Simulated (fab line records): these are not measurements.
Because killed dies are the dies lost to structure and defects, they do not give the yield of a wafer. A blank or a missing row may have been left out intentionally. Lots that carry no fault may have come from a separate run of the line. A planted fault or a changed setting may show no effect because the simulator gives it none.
A struck lot beside a sound one | flow gf180mcu | 20 steps out of a route of 602
Sound: the wafers L157.2, L157.5, L157.6. The struck wafers were L162.1, L162.3, L162.5. Last of all comes the cause.
Per side, at each step with rows, come the tool, then ch with its chambers, and then its first start. Under that, the readings that differ: sound wafers | struck wafers | difference of the means | sigmas: that difference in standard deviations of wafers without a fault.
alike: a reading whose means differ by less than 2 such deviations, as well as words and numbers matching on both sides. not compared: withheld readings; readings where some wafer has no value; bounds like >300 that might hide an equal value; numbers whose values overlap and for which the record gives no deviation.
Wherever a step has rows on one side only, a row that says differs or no value, or a row with sigmas, the two part there. Numbers that have no deviation but don't overlap get no sigmas and don't part them. Lack of a reading on every wafer of one side parts them only where that side has two or more wafers.

first, 4 steps without rows for these wafers: GF_MIM_SOFTBAKE_15 (time 60 s); GF_MIM_EXPOSE_16 (exposes mask FuseTop, target cd 2000 nm); GF_MIM_PEB_17; GF_MIM_DEVELOP_18 (develop time 60 s).
GF_MIM_METAL_ETCH_19: etches the open film in Cl2/BCl3, stops on Si3N4, target depth 324.5 nm, time 54.1 s.
  sound on rie_metal-02 ch 1, day 25 04:14; struck on rie_metal-02 ch 0,1, day 27 03:52
  reading                | sound                | struck               | difference | sigmas
  throttle_valve_pct (%) | 28.295 28.297 28.289 | 28.273 28.277 28.263 | -0.023     | -2
  alike: bcl3_flow_sccm, chamber_pressure_mTorr, drypump_motor_current_A, oes_product_au
  not compared: rf_hours_counter_h
GF_MIM_STRIP_20: strips in O2/N2.
  sound on plasma_asher-02 ch 0,1, day 25 04:21; struck on plasma_asher-01 ch 0, day 27 03:56
  alike: chamber_pressure_mTorr, drypump_motor_current_A, heater_power_w, oes_product_au, strip_time_to_endpoint_s
  not compared: rf_hours_counter_h
then, 6 steps without rows for these wafers: GF_MIM_STRIP_21 (strips in post etch residue remover, time 1200 s); GF_MIM_CLEAN_22 (cleans in DIW); GF_M5_DEHYDRATE_00 (time 60 s); GF_M5_HMDS_01 (prime time 60 s); GF_M5_COAT_02 (resist thk 1000 nm); GF_M5_SOFTBAKE_03 (time 60 s).
GF_M5_EXPOSE_04: exposes mask Metal5, target cd 280 nm.
  sound on krf_scanner-01 ch 0, day 25 14:24; struck on krf_scanner-01 ch 0, day 27 13:33
  alike: mask
then, 2 steps without rows for these wafers: GF_M5_PEB_05 (peb time 90 s); GF_M5_DEVELOP_06 (develop time 60 s).
GF_M5_CD_MEAS_07: target cd 280 nm.
  sound on cd_sem-02, day 26 01:07; struck on cd_sem-02, day 27 23:45
  reading    | sound             | struck            | difference | sigmas
  cd_nm (nm) | 278.1 279.0 277.5 | 235.3 237.1 238.3 | -41.3      | -34
GF_M5_OVL_MEAS_08:
  sound on overlay-02, day 26 01:14; struck on overlay-02, day 27 23:52
  alike: M5_OVL
GF_M5_ETCH_09: etches Si3N4 in CF4/O2, target depth 52 nm, time 11.6 s.
  sound on rie_diel-02 ch 0,3, day 26 01:16; struck on rie_diel-02 ch 0,1,2, day 27 23:55
  reading             | sound             | struck          | difference | sigmas
  model.M5.cd_nm (nm) | 277.9 278.6 277.4 | 235.6 237 237.9 | -41.1      |
  alike: O2_flow_sccm, cf4_flow_sccm, chamber_pressure_mTorr, drypump_motor_current_A, oes_product_au, throttle_valve_pct
  not compared: rf_hours_counter_h
GF_M5_METAL_ETCH_10: etches the open film in Cl2/BCl3, stops on SiO2, target depth 627.5 nm, time 104.6 s.
  sound on rie_metal-02 ch 0,1, day 26 01:17; struck on rie_metal-02 ch 0,1, day 27 23:56
  reading             | sound             | struck          | difference | sigmas
  model.M5.cd_nm (nm) | 279.2 278.4 279.7 | 235 237.6 235.7 | -43        |
  alike: bcl3_flow_sccm, chamber_pressure_mTorr, drypump_motor_current_A, oes_product_au, throttle_valve_pct
  not compared: rf_hours_counter_h
GF_M5_STRIP_11: strips in O2/N2.
  sound on plasma_asher-03 ch 0,1, day 26 01:24; struck on plasma_asher-04 ch 0, day 28 00:03
  reading                     | sound       | struck      | difference | sigmas
  drypump_motor_current_A (A) | 4.9 5.5 4.9 | 6.1 6.1 6.1 | +1.0       | +2
  alike: chamber_pressure_mTorr, heater_power_w, oes_product_au, strip_time_to_endpoint_s
  not compared: rf_hours_counter_h

WHERE THEY PART
First at GF_MIM_METAL_ETCH_19; last, within this record, at GF_M5_STRIP_11.

WHY: the cause the simulator had injected
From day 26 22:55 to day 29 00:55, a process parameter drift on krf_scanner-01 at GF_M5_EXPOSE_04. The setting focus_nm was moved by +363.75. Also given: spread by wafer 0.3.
